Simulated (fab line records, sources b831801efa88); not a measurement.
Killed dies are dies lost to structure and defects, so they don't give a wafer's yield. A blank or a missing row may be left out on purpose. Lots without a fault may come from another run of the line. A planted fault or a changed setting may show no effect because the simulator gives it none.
Problem report in the 8D (eight disciplines) form, filled by code | flow sky130 | the parts of the form that need people (team, actions taken, sign-off) are left out

1. THE PROBLEM
VIA4_W_RS at SKY_VIA4_RS_MEAS_19 reads a mean of 0.151 ohm/sq on 1 wafer of 1 lot; wafers without a fault read 0.226 ohm/sq with a standard deviation of 0.0042. That is -18 standard deviations from the usual mean.
The step: measures by four-point-probe.
First seen on wafer L553.2, day 46 16:59, on film_metro-02. The record holds 29 wafers of 10 lots with a number at this step. Rule for "out", or "out of limits": more than 4 standard deviations from the usual mean. The other wafers with a number count as sound.

2. WHAT IT IS AND WHAT IT IS NOT
question                    | is                | is not
which readings at this step | VIA4_W_RS         | -
which lots                  | L553              | L541, L542, L544, L545, L547, L548, L558, L559, L561
which wafers of those lots  | L553.2            | L553.1
read on which gauges        | film_metro-02     | film_metro-01, film_metro-04
when                        | from day 46 16:59 | up to then (19 sound wafers); but 9 sound wafers of L558, L559, L561 came after

3. SUSPECTS, AND WHAT RULES EACH OUT
Counting: a tool at a process step up to the reading stays a suspect if it ran every lot that is out. Sound lots after the first of them don't rule it out here, since some wafers of a struck lot are sound.
- the gauge at SKY_VIA4_RS_MEAS_19: ruled out. All the wafers that are out were read on film_metro-02, but those of them that SKY_VIA4_CMP_21 has rows for are out there too, on other tools.
- plasma_asher-01 at SKY_POLY_CUT_STRIP_12 (strips in O2/N2): kept. It ran the lot that is out, L553 (day 29 00:36); its last sound lot up to then is L547 (day 27 08:26).
- cmp-01 at SKY_VIA2_CMP_02 (polishes SiO2): kept. It ran the lot that is out, L553 (day 39 14:53); its last sound lot up to then is L542 (day 36 02:02).
- cvd_w-02 at SKY_VIA4_CVD_18 (deposits W, target thk 505 nm, time 152.14 s): kept. It ran the lot that is out, L553 (day 46 16:50); its last sound lot up to then is L547 (day 45 12:38).
- Within plasma_asher-01 at SKY_POLY_CUT_STRIP_12: the wafers that are out ran in chamber 1; their sound lot-mates ran in chamber 0.
- Within cmp-01 at SKY_VIA2_CMP_02: the wafers that are out ran in chamber 3; their sound lot-mates ran in chamber 2.
- Within cvd_w-02 at SKY_VIA4_CVD_18: the wafers that are out ran in chamber 1; their sound lot-mates ran in chamber 0.
Left after counting: plasma_asher-01 at SKY_POLY_CUT_STRIP_12, cmp-01 at SKY_VIA2_CMP_02, cvd_w-02 at SKY_VIA4_CVD_18.

4. THE CAUSE (what the simulator had put in)
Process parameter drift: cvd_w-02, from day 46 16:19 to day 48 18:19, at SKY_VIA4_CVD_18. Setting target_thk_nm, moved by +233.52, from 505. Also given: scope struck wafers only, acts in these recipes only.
Counting left 3 suspects, and this tool is among them.

5. THE CHAIN OF EFFECTS, in route order
Each row: a reading whose mean over the struck wafers that have a number lies more than 3 standard deviations from the usual. Only readings for which the record gives a usual standard deviation are gone through. hours: the time from each lot's start at the first step in this table that gives one to its start at this step, as a median over the lots. sigmas: the change in usual standard deviations.
hours | step                 | reading            | usual        | on struck wafers | change | sigmas
0     | SKY_VIA4_RS_MEAS_19  | VIA4_W_RS          | 0.226 ohm/sq | 0.151            | -0.075 | -18
0     | SKY_VIA4_THK_MEAS_20 | VIA4_W_THK         | 506 nm       | 762              | +256   | +20
1     | SKY_VIA4_CMP_21      | time_to_endpoint_s | 123 s        | 180              | +57    | +14
The process steps in it:
- SKY_VIA4_CMP_21: polishes, stops on SiO2, t overpolish 25 s, target thk 0 nm.

6. WHAT WOULD HAVE CAUGHT IT SOONER
In this record the first reading out of limits at a measuring or inspecting step was taken at day 46 16:59, 1 hour after the fault began at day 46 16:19.
Of the tool readings at SKY_VIA4_CVD_18 for which the record gives a usual standard deviation, none was out on any struck wafer, so an alarm limit of 4 standard deviations on them would not have fired.
All the lots that are out (1) had begun SKY_VIA4_CVD_18 on cvd_w-02 by day 46 16:59. A hold on the tool at that time would have spared none of them.
